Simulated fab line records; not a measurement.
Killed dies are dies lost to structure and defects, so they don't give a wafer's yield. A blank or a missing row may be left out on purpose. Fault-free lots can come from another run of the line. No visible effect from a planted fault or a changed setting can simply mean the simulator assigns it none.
fab line records	flow sky130
record lots=24	wafers=72	last_day=50
route steps=708 shown CAPM@549 METAL3@564 CAP2M@603
lots with no fault: from the same line, run without faults
start_h: the number of hours between the record's first day and the start of the first shown wafer of the lot	wait_h: hours from the lot's prior step to this one	" as in the row above	L1.1+2: a row that stands for several wafers	- no value, or no start given	* or withheld: withheld	< > ~ a bound
route shown NAME@n: a module of which the file shows steps, and the number in the route of the first	usual: mean/standard deviation of fault-free wafers	same: alike in all rows	chamber/n: place in a boat	sites: the reading at each site	_std_site: the values' standard deviation	_edge_site: inner sites' mean taken away from outer sites' mean	radius_mm: for every site, how far away it sits from the centre of the wafer	mask NAME#n: copy n	behind: tool/chamber where the wafer was last shaped	hold: why the lot was held/for how many hours/how that ended	device: transistor that didn't switch, given as n, p or np	end of line: the same wafers' tests at the end of the route	where a step has no rows: the recipe by itself	killed: dies lost to structure and defects at the first sort, not the wafer's yield	map: a wafer's dies, x killed, . not, _ none there
set.NAME: the setting that was run; set.NAME@STEP: the one run at that earlier step	model.NAME: the simulator's own value behind a step, which no gauge read
route steps across a sampled set of lots; one table per step, one row per wafer
services: the hour from which a tool's chamber was out of use, counted from the record's first day as start_h (under 0 if before that day), plus the number of hours and why
## steps
# step SKY_CAPM_OVL_MEAS_12
# usual CAPM_OVL=1.2/1.4
lot.wafer	tool	chamber	start_h	wait_h	CAPM_OVL[nm]
L074.1	overlay-01	-	870.32	0.1	0.4
L074.3	"	-	"	"	-0.3
L074.6	"	-	"	"	1.8
L075.2	overlay-02	-	876.13	0.1	1.3
L075.3	"	-	"	"	1.3
L075.6	"	-	"	"	0.3
L076.2	overlay-02	-	885.65	0.1	1.2
L076.4	"	-	"	"	0.1
L076.6	"	-	"	"	0.6
L077.2	overlay-02	-	898.48	0.1	1.3
L077.4	"	-	"	"	0.3
L077.6	"	-	"	"	1.5
L078.2	overlay-02	-	899.13	0.1	-1.1
L078.4	"	-	"	"	-1.6
L078.5	"	-	"	"	-0.5
L079.2	overlay-02	-	912.23	0.1	0.1
L079.3	"	-	"	"	1.1
L079.6	"	-	"	"	0.0
L080.2	overlay-02	-	923.58	0.1	1.4
L080.5	"	-	"	"	-0.2
L080.6	"	-	"	"	0.9
L081.2	overlay-01	-	927.08	0.1	1.1
L081.3	"	-	"	"	1.5
L081.6	"	-	"	"	2.3
L082.1	overlay-01	-	933.82	0.1	2.5
L082.2	"	-	"	"	3.3
L082.3	"	-	"	"	4.1
L083.1	overlay-01	-	942.48	0.1	0.0
L083.2	"	-	"	"	1.9
L083.6	"	-	"	"	0.6
L084.1	overlay-02	-	949.40	0.1	2.5
L084.2	"	-	"	"	1.9
L084.3	"	-	"	"	2.5
L085.2	overlay-02	-	951.43	0.1	-0.6
L085.3	"	-	"	"	0.5
L085.6	"	-	"	"	-1.4
L086.2	overlay-01	-	961.06	0.1	2.5
L086.4	"	-	"	"	0.5
L086.6	"	-	"	"	1.9
L087.3	overlay-01	-	970.99	0.1	-0.2
L087.5	"	-	"	"	-0.6
L087.6	"	-	"	"	-1.1
L088.1	overlay-01	-	982.85	0.1	3.4
L088.3	"	-	"	"	1.8
L088.6	"	-	"	"	3.6
L089.1	overlay-01	-	991.03	0.1	3.4
L089.3	"	-	"	"	2.8
L089.5	"	-	"	"	1.6
L090.3	overlay-01	-	998.03	0.1	1.9
L090.5	"	-	"	"	2.7
L090.6	"	-	"	"	3.2
L091.2	overlay-02	-	1011.08	0.1	0.0
L091.3	"	-	"	"	1.0
L091.5	"	-	"	"	0.8
L092.2	overlay-01	-	1012.41	0.1	1.2
L092.3	"	-	"	"	0.4
L092.6	"	-	"	"	1.7
L093.2	overlay-01	-	1018.36	0.1	-0.3
L093.5	"	-	"	"	0.3
L093.6	"	-	"	"	0.6
L094.1	overlay-02	-	1019.57	0.1	1.4
L094.4	"	-	"	"	1.6
L094.5	"	-	"	"	2.7
L095.2	overlay-02	-	1024.78	0.1	2.9
L095.4	"	-	"	"	2.4
L095.5	"	-	"	"	0.7
L097.1	overlay-02	-	1031.80	0.1	1.1
L097.3	"	-	"	"	2.8
L097.6	"	-	"	"	1.7
L096.1	overlay-02	-	1034.50	0.1	4.0
L096.5	"	-	"	"	3.6
L096.6	"	-	"	"	2.3
# step SKY_METAL3_OVL_MEAS_14
# usual METAL3_OVL=2/4.8
lot.wafer	tool	chamber	start_h	wait_h	METAL3_OVL[nm]
L074.1	overlay-02	-	896.59	0.1	-3
L074.3	"	-	"	"	-6
L074.6	"	-	"	"	4
L075.2	overlay-02	-	903.25	0.1	11
L075.3	"	-	"	"	5
L075.6	"	-	"	"	4
L076.2	overlay-01	-	911.97	0.1	6
L076.4	"	-	"	"	4
L076.6	"	-	"	"	2
L077.2	overlay-01	-	924.05	0.1	-3
L077.4	"	-	"	"	-2
L077.6	"	-	"	"	3
L078.2	overlay-01	-	925.02	0.1	5
L078.4	"	-	"	"	6
L078.5	"	-	"	"	4
L079.2	overlay-01	-	937.80	0.1	-2
L079.3	"	-	"	"	-1
L079.6	"	-	"	"	-3
L080.2	overlay-02	-	948.58	0.1	6
L080.5	"	-	"	"	5
L080.6	"	-	"	"	3
L081.2	overlay-01	-	951.85	0.1	3
L081.3	"	-	"	"	-1
L081.6	"	-	"	"	8
L082.1	overlay-02	-	958.94	0.1	7
L082.2	"	-	"	"	0
L082.3	"	-	"	"	-3
L083.1	overlay-01	-	967.66	0.1	2
L083.2	"	-	"	"	0
L083.6	"	-	"	"	-3
L084.1	overlay-01	-	974.44	0.1	8
L084.2	"	-	"	"	10
L084.3	"	-	"	"	8
L085.2	overlay-01	-	976.23	0.1	-4
L085.3	"	-	"	"	-6
L085.6	"	-	"	"	-7
L086.2	overlay-01	-	986.18	0.1	1
L086.4	"	-	"	"	8
L086.6	"	-	"	"	-2
L087.3	overlay-01	-	995.85	0.1	-8
L087.5	"	-	"	"	-1
L087.6	"	-	"	"	-10
L088.1	overlay-01	-	1006.49	0.1	2
L088.3	"	-	"	"	9
L088.6	"	-	"	"	5
L089.1	overlay-01	-	1014.72	0.1	-4
L089.3	"	-	"	"	1
L089.5	"	-	"	"	-8
L090.3	overlay-02	-	1021.45	0.1	-7
L090.5	"	-	"	"	-7
L090.6	"	-	"	"	-4
L091.2	overlay-01	-	1034.03	0.1	-2
L091.3	"	-	"	"	3
L091.5	"	-	"	"	0
L092.2	overlay-02	-	1036.02	0.1	-1
L092.3	"	-	"	"	1
L092.6	"	-	"	"	1
L093.2	overlay-02	-	1041.55	0.1	3
L093.5	"	-	"	"	0
L093.6	"	-	"	"	3
L094.1	overlay-02	-	1042.24	0.1	-3
L094.4	"	-	"	"	-6
L094.5	"	-	"	"	0
L095.2	overlay-01	-	1048.17	0.1	3
L095.4	"	-	"	"	12
L095.5	"	-	"	"	13
L097.1	overlay-02	-	1053.89	0.1	-3
L097.3	"	-	"	"	4
L097.6	"	-	"	"	4
L096.1	overlay-01	-	1056.74	0.1	-1
L096.5	"	-	"	"	3
L096.6	"	-	"	"	-3
# step SKY_METAL3_DESCUM_15
# recipe chemistry=O2	source_power_w=150	bias_power_w=0	pressure_mtorr=10	temp_c=40	time_s=8
# usual chamber_pressure_mTorr=10.001/0.0097	drypump_motor_current_A=5.6/0.33	oes_product_au=1.005/0.017
# same time_s=8
lot.wafer	tool	chamber	start_h	wait_h	chamber_pressure_mTorr	drypump_motor_current_A	oes_product_au	rf_hours_counter_h
L074.1	rie_metal-03	0	896.63	0.0	9.999	5.7	1.040	1
L074.3	"	1	"	"	9.992	6.0	1.025	-
L074.6	"	0	"	"	9.995	5.7	1.035	-
L075.2	rie_metal-04	0	903.28	0.0	10.009	5.5	0.978	11
L075.3	"	0	"	"	9.982	5.5	0.973	-
L075.6	"	0	"	"	9.995	5.5	0.980	-
L076.2	rie_metal-03	0	912.00	0.0	9.996	5.7	1.025	1
L076.4	"	1	"	"	10.003	6.0	1.039	-
L076.6	"	0	"	"	10.008	5.7	1.032	-
L077.2	rie_metal-02	1	924.08	0.0	9.994	5.4	0.970	4
L077.4	"	1	"	"	10.004	5.4	0.983	-
L077.6	"	0	"	"	10.015	5.7	1.009	-
L078.2	rie_metal-03	1	925.05	0.0	10.009	5.9	1.025	14
L078.4	"	0	"	"	9.987	5.7	1.029	-
L078.5	"	0	"	"	10.005	5.7	1.035	-
L079.2	rie_metal-02	1	937.83	0.0	9.983	5.4	0.974	5
L079.3	"	1	"	"	10.004	5.4	0.973	-
L079.6	"	0	"	"	9.993	5.7	1.016	-
L080.2	rie_metal-03	1	948.61	0.0	9.998	6.0	1.011	15
L080.5	"	0	"	"	9.989	5.7	1.025	-
L080.6	"	1	"	"	9.991	6.0	1.013	-
L081.2	rie_metal-04	0	951.88	0.0	10.011	5.5	0.978	14
L081.3	"	0	"	"	10.005	5.5	0.975	-
L081.6	"	1	"	"	10.009	4.9	0.989	-
L082.1	rie_metal-03	0	958.98	0.0	9.985	5.7	1.019	3
L082.2	"	1	"	"	10.001	6.0	1.027	15
L082.3	"	0	"	"	10.010	5.7	1.017	-
L083.1	rie_metal-02	1	967.70	0.0	10.004	5.4	0.979	7
L083.2	"	0	"	"	9.998	5.7	1.001	10
L083.6	"	0	"	"	10.003	5.7	1.000	-
L084.1	rie_metal-03	0	974.48	0.0	10.009	5.7	1.002	4
L084.2	"	0	"	"	10.013	5.7	1.001	-
L084.3	"	0	"	"	9.992	5.7	1.019	-
L085.2	rie_metal-02	1	976.26	0.0	9.986	5.4	0.978	7
L085.3	"	0	"	"	9.991	5.7	0.995	-
L085.6	"	0	"	"	10.000	5.7	1.001	-
L086.2	rie_metal-02	0	986.21	0.0	9.994	5.7	1.004	11
L086.4	"	0	"	"	9.998	5.7	1.008	-
L086.6	"	0	"	"	10.014	5.7	1.013	-
L087.3	rie_metal-04	1	995.89	0.0	9.999	4.9	1.003	-
L087.5	"	0	"	"	10.011	5.5	0.985	-
L087.6	"	1	"	"	9.998	4.9	1.002	-
L088.1	rie_metal-02	0	1006.53	0.0	10.013	5.7	1.010	13
L088.3	"	0	"	"	9.994	5.7	0.997	-
L088.6	"	0	"	"	9.992	5.6	1.012	-
L089.1	rie_metal-04	1	1014.76	0.0	9.987	4.9	1.012	13
L089.3	"	0	"	"	10.013	5.5	0.988	-
L089.5	"	0	"	"	9.994	5.5	0.994	-
L090.3	rie_metal-03	0	1021.49	0.0	9.992	5.7	1.004	-
L090.5	"	1	"	"	9.990	5.9	1.015	-
L090.6	"	0	"	"	10.017	5.7	1.017	-
L091.2	rie_metal-04	0	1034.06	0.0	9.999	5.5	0.996	19
L091.3	"	1	"	"	9.988	4.9	1.013	-
L091.5	"	0	"	"	9.989	5.5	0.995	-
L092.2	rie_metal-03	0	1036.05	0.0	9.991	5.7	1.018	7
L092.3	"	1	"	"	9.997	6.0	1.009	-
L092.6	"	1	"	"	10.010	5.9	1.008	-
L093.2	rie_metal-04	1	1041.58	0.0	9.998	4.9	1.010	15
L093.5	"	1	"	"	9.995	4.9	0.996	-
L093.6	"	0	"	"	9.999	5.5	0.992	-
L094.1	rie_metal-04	0	1042.28	0.0	10.001	5.5	0.985	19
L094.4	"	1	"	"	10.010	4.9	1.005	-
L094.5	"	1	"	"	10.011	4.9	0.999	-
L095.2	rie_metal-03	1	1048.20	0.0	10.011	5.9	1.018	20
L095.4	"	1	"	"	10.002	5.9	1.011	-
L095.5	"	1	"	"	9.995	5.9	1.012	-
L097.1	rie_metal-03	1	1053.93	0.0	9.988	6.0	1.015	20
L097.3	"	1	"	"	10.008	5.9	1.007	-
L097.6	"	1	"	"	9.979	6.0	1.007	-
L096.1	rie_metal-03	1	1056.78	0.0	9.987	6.0	1.009	21
L096.5	"	1	"	"	10.008	6.0	1.007	-
L096.6	"	0	"	"	10.017	5.7	1.021	-
# step SKY_METAL3_ETCH_16
# recipe chemistry=N2/H2	target=BARC	ion_energy_ev=200	bias_w=100	pressure_mtorr=30	n2_flow_sccm=100	h2_flow_sccm=200	icp_w=500	stop_on=SiO2	time_s=88.2	target_depth_a=600
# usual bias_w=99.96/0.28	chamber_pressure_mTorr=30.001/0.024	drypump_motor_current_A=5.6/0.33	h2_flow_sccm=199.9/0.63	oes_product_au=0.626/0.0044	throttle_valve_pct=13.205/0.0092
# same time_s=88.2
lot.wafer	tool	chamber	start_h	wait_h	bias_w	chamber_pressure_mTorr	drypump_motor_current_A	h2_flow_sccm	oes_product_au	rf_hours_counter_h	throttle_valve_pct
L074.1	rie_metal-03	0	896.66	0.0	99.87	29.994	5.7	199.5	0.629	1	13.206
L074.3	"	1	"	"	99.93	30.003	6.0	200.3	0.626	-	13.196
L074.6	"	0	"	"	99.85	30.032	5.7	199.5	0.630	-	13.211
L075.2	rie_metal-04	0	903.31	0.0	99.98	29.972	5.5	199.9	0.623	11	13.200
L075.3	"	0	"	"	99.88	30.015	5.5	199.5	0.624	-	13.213
L075.6	"	0	"	"	99.69	29.998	5.5	200.2	0.621	-	13.219
L076.2	rie_metal-03	0	912.03	0.0	99.93	29.988	5.7	199.5	0.626	1	13.208
L076.4	"	1	"	"	99.74	29.983	5.9	199.5	0.630	-	13.197
L076.6	"	0	"	"	99.69	29.988	5.7	199.9	0.623	-	13.207
L077.2	rie_metal-02	1	924.12	0.0	100.52	30.027	5.4	200.3	0.629	4	13.203
L077.4	"	1	"	"	100.41	30.021	5.4	200.7	0.625	-	13.197
L077.6	"	0	"	"	99.41	29.986	5.7	199.6	0.630	-	13.201
L078.2	rie_metal-03	1	925.09	0.0	99.90	30.000	6.0	200.9	0.625	14	13.197
L078.4	"	0	"	"	99.54	29.987	5.7	199.8	0.621	-	13.207
L078.5	"	0	"	"	99.62	29.999	5.7	200.7	0.623	-	13.199
L079.2	rie_metal-02	1	937.86	0.0	99.77	30.025	5.4	199.3	0.625	5	13.222
L079.3	"	1	"	"	100.21	29.977	5.4	198.5	0.626	-	13.202
L079.6	"	0	"	"	99.60	30.027	5.7	200.7	0.616	-	13.212
L080.2	rie_metal-03	1	948.64	0.0	100.05	30.029	6.0	199.2	0.634	15	13.203
L080.5	"	0	"	"	99.80	30.017	5.7	200.8	0.625	-	13.213
L080.6	"	1	"	"	100.27	29.981	6.0	200.1	0.625	-	13.189
L081.2	rie_metal-04	0	951.91	0.0	99.99	30.032	5.5	200.3	0.620	14	13.203
L081.3	"	0	"	"	99.98	29.966	5.5	199.4	0.627	-	13.206
L081.6	"	1	"	"	99.85	29.991	4.9	199.8	0.633	-	13.216
L082.1	rie_metal-03	0	959.01	0.0	100.46	29.991	5.7	200.1	0.629	3	13.194
L082.2	"	1	"	"	99.78	30.019	6.0	200.0	0.628	15	13.212
L082.3	"	0	"	"	100.38	29.994	5.7	200.5	0.618	-	13.200
L083.1	rie_metal-02	1	967.73	0.0	100.09	29.996	5.4	200.7	0.634	7	13.223
L083.2	"	0	"	"	100.24	30.008	5.7	200.8	0.626	11	13.202
L083.6	"	0	"	"	99.81	29.963	5.7	200.7	0.628	-	13.202
L084.1	rie_metal-03	0	974.54	0.1	100.06	30.020	5.7	199.5	0.628	4	13.208
L084.2	"	0	"	"	99.53	29.964	5.7	199.7	0.628	-	13.186
L084.3	"	0	"	"	99.94	30.003	5.7	199.9	0.630	-	13.210
L085.2	rie_metal-02	1	976.29	0.0	99.79	30.029	5.4	199.4	0.629	7	13.219
L085.3	"	0	"	"	99.99	29.957	5.7	200.6	0.630	-	13.220
L085.6	"	0	"	"	99.65	29.956	5.7	200.4	0.624	-	13.202
L086.2	rie_metal-02	0	986.24	0.0	100.19	29.986	5.7	199.7	0.622	11	13.206
L086.4	"	0	"	"	100.16	30.014	5.7	199.7	0.624	-	13.209
L086.6	"	0	"	"	100.70	29.991	5.7	199.8	0.629	-	13.190
L087.3	rie_metal-04	1	995.94	0.0	99.92	29.978	4.9	200.2	0.629	-	13.203
L087.5	"	0	"	"	99.67	30.014	5.6	199.4	0.623	-	13.205
L087.6	"	1	"	"	99.94	30.014	4.9	200.0	0.628	-	13.191
L088.1	rie_metal-02	0	1006.56	0.0	99.80	29.965	5.7	199.6	0.617	13	13.194
L088.3	"	0	"	"	99.75	29.989	5.7	199.3	0.624	-	13.220
L088.6	"	0	"	"	99.95	29.986	5.7	200.1	0.626	-	13.209
L089.1	rie_metal-04	1	1014.79	0.0	100.55	30.057	4.9	200.7	0.631	13	13.220
L089.3	"	0	"	"	99.89	29.998	5.5	199.0	0.622	-	13.207
L089.5	"	0	"	"	99.78	29.996	5.5	199.3	0.624	-	13.207
L090.3	rie_metal-03	0	1021.54	0.0	99.91	29.996	5.7	200.3	0.626	-	13.217
L090.5	"	1	"	"	100.11	29.998	6.0	200.2	0.618	-	13.199
L090.6	"	0	"	"	99.99	30.001	5.7	199.7	0.623	-	13.204
L091.2	rie_metal-04	0	1034.09	0.0	100.05	29.973	5.5	199.4	0.630	19	13.209
L091.3	"	1	"	"	99.81	29.998	4.9	199.2	0.634	-	13.216
L091.5	"	0	"	"	100.00	30.008	5.5	199.7	0.616	-	13.207
L092.2	rie_metal-03	0	1036.08	0.0	100.06	29.967	5.7	199.4	0.626	8	13.220
L092.3	"	1	"	"	99.98	29.991	5.9	199.7	0.627	-	13.208
L092.6	"	1	"	"	99.79	30.047	6.0	199.6	0.619	-	13.210
L093.2	rie_metal-04	1	1041.61	0.0	99.46	30.030	4.9	199.8	0.629	15	13.191
L093.5	"	1	"	"	99.54	29.993	4.9	199.7	0.631	-	13.197
L093.6	"	0	"	"	100.23	29.968	5.5	201.0	0.627	-	13.216
L094.1	rie_metal-04	0	1042.31	0.0	99.92	30.012	5.5	200.3	0.622	19	13.204
L094.4	"	1	"	"	100.11	30.010	4.9	201.1	0.625	-	13.195
L094.5	"	1	"	"	99.60	30.009	4.9	201.6	0.622	-	13.211
L095.2	rie_metal-03	1	1048.23	0.0	100.03	30.035	6.0	199.7	0.623	20	13.191
L095.4	"	1	"	"	99.69	30.053	6.0	199.3	0.619	-	13.196
L095.5	"	1	"	"	100.30	29.970	6.0	200.0	0.623	-	13.212
L097.1	rie_metal-03	1	1053.96	0.0	99.87	29.994	6.0	199.8	0.626	20	13.189
L097.3	"	1	"	"	100.01	30.005	6.0	199.7	0.630	-	13.206
L097.6	"	1	"	"	99.84	29.964	6.0	199.9	0.616	-	13.204
L096.1	rie_metal-03	1	1056.81	0.0	99.39	30.002	6.0	199.3	0.617	21	13.203
L096.5	"	1	"	"	99.59	29.968	6.0	198.7	0.620	-	13.192
L096.6	"	0	"	"	99.57	30.003	5.7	199.8	0.626	-	13.220
# step SKY_METAL3_STRIP_19
# recipe chemistry=O2/N2	power_w=1400	pressure_mtorr=1500	platen_temp_c=withheld	o2_flow_sccm=3000	n2_flow_sccm=300	overash_fraction=0.5
# usual chamber_pressure_mTorr=1499.9/1.4	drypump_motor_current_A=5.81/0.3	oes_product_au=0.503/0.0071	strip_time_to_endpoint_s=6.55/0.12
lot.wafer	tool	chamber	start_h	wait_h	chamber_pressure_mTorr	drypump_motor_current_A	oes_product_au	rf_hours_counter_h	strip_time_to_endpoint_s
L074.1	plasma_asher-04	0	896.95	0.1	1499.7	6.16	0.504	45	6.73
L074.3	"	1	"	"	1497.8	5.51	0.512	-	6.68
L074.6	"	1	"	"	1499.0	5.51	0.509	-	6.66
L075.2	plasma_asher-01	0	903.60	0.1	1500.7	6.16	0.510	78	6.76
L075.3	"	0	"	"	1500.7	6.12	0.514	-	6.85
L075.6	"	1	"	"	1499.6	5.54	0.516	-	6.77
L076.2	plasma_asher-01	1	912.32	0.1	1499.1	5.57	0.503	79	6.45
L076.4	"	1	"	"	1501.4	5.58	0.507	-	6.72
L076.6	"	0	"	"	1497.7	6.12	0.500	-	6.46
L077.2	plasma_asher-01	1	924.45	0.1	1502.2	5.58	0.507	80	6.65
L077.4	"	0	"	"	1498.8	6.10	0.500	-	6.63
L077.6	"	1	"	"	1501.4	5.57	0.510	-	6.67
L078.2	plasma_asher-01	0	925.44	0.2	1498.7	6.13	0.508	80	6.48
L078.4	"	1	"	"	1501.4	5.55	0.496	-	6.51
L078.5	"	1	"	"	1501.2	5.56	0.499	-	6.53
L079.2	plasma_asher-03	1	938.15	0.1	1499.3	5.42	0.497	19	6.35
L079.3	"	1	"	"	1500.7	5.41	0.499	-	6.40
L079.6	"	1	"	"	1498.8	5.40	0.496	-	6.31
L080.2	plasma_asher-03	0	948.93	0.1	1498.7	5.97	0.506	20	6.68
L080.5	"	1	"	"	1501.0	5.41	0.509	-	6.72
L080.6	"	0	"	"	1501.6	5.99	0.517	-	6.68
L081.2	plasma_asher-03	0	952.20	0.1	1501.0	5.99	0.500	20	6.38
L081.3	"	0	"	"	1501.5	6.01	0.496	-	6.37
L081.6	"	1	"	"	1500.8	5.45	0.489	-	6.32
L082.1	plasma_asher-03	0	959.30	0.1	1498.6	5.99	0.497	21	6.61
L082.2	"	1	"	"	1499.9	5.47	0.506	21	6.61
L082.3	"	0	"	"	1497.5	5.97	0.514	-	6.66
L083.1	plasma_asher-04	0	968.03	0.1	1499.7	6.13	0.511	52	6.58
L083.2	"	1	"	"	1499.1	5.52	0.498	52	6.67
L083.6	"	0	"	"	1500.9	6.14	0.500	-	6.58
L084.1	plasma_asher-04	0	974.93	0.1	1499.1	6.14	0.506	53	6.54
L084.2	"	1	"	"	1500.1	5.51	0.501	53	6.69
L084.3	"	1	"	"	1500.6	5.52	0.513	-	6.67
L085.2	plasma_asher-01	0	976.58	0.1	1497.7	6.08	0.506	86	6.56
L085.3	"	0	"	"	1500.7	6.07	0.505	-	6.55
L085.6	"	1	"	"	1500.1	5.56	0.497	-	6.62
L086.2	plasma_asher-04	0	986.53	0.1	1499.6	6.15	0.509	54	6.66
L086.4	"	0	"	"	1498.6	6.15	0.508	-	6.67
L086.6	"	0	"	"	1499.5	6.16	0.494	-	6.56
L087.3	plasma_asher-04	0	996.24	0.1	1500.3	6.16	0.496	-	6.48
L087.5	"	0	"	"	1501.7	6.14	0.504	-	6.51
L087.6	"	1	"	"	1501.0	5.51	0.510	-	6.72
L088.1	plasma_asher-01	0	1006.85	0.1	1497.3	6.13	0.489	89	6.41
L088.3	"	0	"	"	1500.3	6.10	0.496	-	6.35
L088.6	"	1	"	"	1500.6	5.58	0.488	-	6.40
L089.1	plasma_asher-03	0	1015.08	0.1	1500.4	6.00	0.511	26	6.52
L089.3	"	0	"	"	1497.5	5.99	0.508	-	6.62
L089.5	"	0	"	"	1499.2	5.97	0.494	-	6.51
L090.3	plasma_asher-01	0	1021.84	0.1	1502.6	6.12	0.502	-	6.48
L090.5	"	0	"	"	1499.7	6.07	0.512	-	6.60
L090.6	"	1	"	"	1497.2	5.56	0.502	-	6.54
L091.2	plasma_asher-04	0	1034.38	0.1	1501.7	6.18	0.486	59	6.44
L091.3	"	0	"	"	1501.1	6.17	0.502	-	6.49
L091.5	"	1	"	"	1499.5	5.51	0.511	-	6.44
L092.2	plasma_asher-01	0	1036.38	0.1	1500.5	6.12	0.504	92	6.56
L092.3	"	0	"	"	1499.0	6.14	0.493	-	6.50
L092.6	"	1	"	"	1498.0	5.56	0.501	-	6.56
L093.2	plasma_asher-01	1	1041.91	0.1	1498.4	5.54	0.504	92	6.37
L093.5	"	1	"	"	1500.7	5.56	0.497	-	6.41
L093.6	"	0	"	"	1501.1	6.12	0.495	-	6.43
L094.1	plasma_asher-01	1	1042.61	0.1	1500.4	5.59	0.500	93	6.49
L094.4	"	1	"	"	1501.1	5.56	0.491	-	6.43
L094.5	"	0	"	"	1501.5	6.14	0.505	-	6.48
L095.2	plasma_asher-04	1	1048.53	0.1	1500.4	5.54	0.504	60	6.55
L095.4	"	0	"	"	1500.5	6.17	0.502	-	6.52
L095.5	"	1	"	"	1499.8	5.54	0.492	-	6.47
L097.1	plasma_asher-03	1	1054.26	0.1	1503.1	5.44	0.509	29	6.56
L097.3	"	0	"	"	1499.3	5.98	0.498	-	6.55
L097.6	"	0	"	"	1500.2	6.01	0.509	-	6.61
L096.1	plasma_asher-01	0	1057.11	0.1	1499.9	6.14	0.498	94	6.45
L096.5	"	0	"	"	1499.6	6.10	0.500	-	6.42
L096.6	"	1	"	"	1498.2	5.54	0.507	-	6.63
# step SKY_CAP2M_CVD_00
# recipe material=SiO2	target_thk_nm=15.5	temp_c=400	time_s=withheld	rf_w=450
# usual heater_power_w=839/130
lot.wafer	tool	chamber	start_h	wait_h	heater_power_w
L074.1	pecvd-01	0	924.85	0.0	736
L074.3	"	1	"	"	694
L074.6	"	1	"	"	715
L075.2	pecvd-02	2	931.34	0.0	1002
L075.3	"	1	"	"	780
L075.6	"	0	"	"	886
L076.2	pecvd-01	0	940.33	0.0	741
L076.4	"	1	"	"	765
L076.6	"	2	"	"	762
L077.2	pecvd-01	1	951.26	0.0	615
L077.4	"	0	"	"	699
L077.6	"	1	"	"	613
L078.2	pecvd-02	2	952.44	0.0	1127
L078.4	"	0	"	"	895
L078.5	"	1	"	"	785
L079.2	pecvd-02	2	964.99	0.0	965
L079.3	"	0	"	"	837
L079.6	"	0	"	"	845
L080.2	pecvd-03	0	976.14	0.0	859
L080.5	"	0	"	"	818
L080.6	"	1	"	"	1066
L081.2	pecvd-02	2	978.74	0.0	1059
L081.3	"	0	"	"	794
L081.6	"	1	"	"	799
L082.1	pecvd-03	1	986.19	0.0	1099
L082.2	"	0	"	"	777
L082.3	"	2	"	"	678
L083.1	pecvd-02	2	994.79	0.0	1057
L083.2	"	1	"	"	767
L083.6	"	1	"	"	784
L084.1	pecvd-02	1	1001.04	0.0	750
L084.2	"	0	"	"	913
L084.3	"	2	"	"	1019
L085.2	pecvd-01	2	1003.31	0.0	914
L085.3	"	1	"	"	703
L085.6	"	1	"	"	726
L086.2	pecvd-03	2	1012.57	0.0	796
L086.4	"	1	"	"	984
L086.6	"	0	"	"	876
L087.3	pecvd-01	0	1021.96	0.0	708
L087.5	"	1	"	"	759
L087.6	"	0	"	"	675
L088.1	pecvd-02	0	1032.41	0.0	909
L088.3	"	1	"	"	766
L088.6	"	2	"	"	1168
L089.1	pecvd-01	0	1040.01	0.0	754
L089.3	"	2	"	"	876
L089.5	"	1	"	"	610
L090.3	pecvd-02	1	1046.63	0.0	713
L090.5	"	0	"	"	874
L090.6	"	1	"	"	715
L091.2	pecvd-03	2	1059.85	0.0	682
L091.3	"	1	"	"	977
L091.5	"	2	"	"	715
L092.2	pecvd-01	0	1061.16	0.0	753
L092.3	"	1	"	"	677
L092.6	"	1	"	"	670
L093.2	pecvd-02	1	1066.49	0.0	746
L093.5	"	2	"	"	954
L093.6	"	0	"	"	820
L094.1	pecvd-03	0	1067.09	0.0	881
L094.4	"	2	"	"	683
L094.5	"	0	"	"	861
L095.2	pecvd-02	0	1073.35	0.0	828
L095.4	"	2	"	"	1072
L095.5	"	0	"	"	799
L097.1	pecvd-01	0	1078.64	0.0	780
L097.3	"	1	"	"	701
L097.6	"	2	"	"	877
L096.1	pecvd-03	1	1081.16	0.0	1101
L096.5	"	0	"	"	737
L096.6	"	1	"	"	1081
## services
tool	chamber	start_h	hours	kind
pecvd-01	1	883.19	12.8	repair
pecvd-03	1	894.18	2.1	scheduled_down
rie_metal-02	-	895.13	0.8	repair
pecvd-02	2	904.26	6.9	repair
pecvd-03	-	907.96	14.6	pm
pecvd-03	2	929.09	5.5	scheduled_down
rie_metal-02	-	952.85	4.0	pm
rie_metal-02	-	961.40	1.2	repair
pecvd-02	1	963.37	5.5	scheduled_down
rie_metal-03	1	969.11	5.6	repair
plasma_asher-04	-	976.03	2.8	pm
plasma_asher-04	-	991.46	1.3	repair
plasma_asher-03	-	1003.45	2.8	pm
rie_metal-02	-	1020.28	28.1	pm
rie_metal-03	1	1027.71	3.4	repair
pecvd-03	2	1034.13	2.1	scheduled_down
plasma_asher-03	-	1035.15	7.0	repair
plasma_asher-04	-	1059.84	15.6	pm
pecvd-01	-	1062.97	0.8	repair
pecvd-03	0	1074.96	2.1	scheduled_down
rie_metal-04	-	1076.69	2.8	pm
## key
fault none
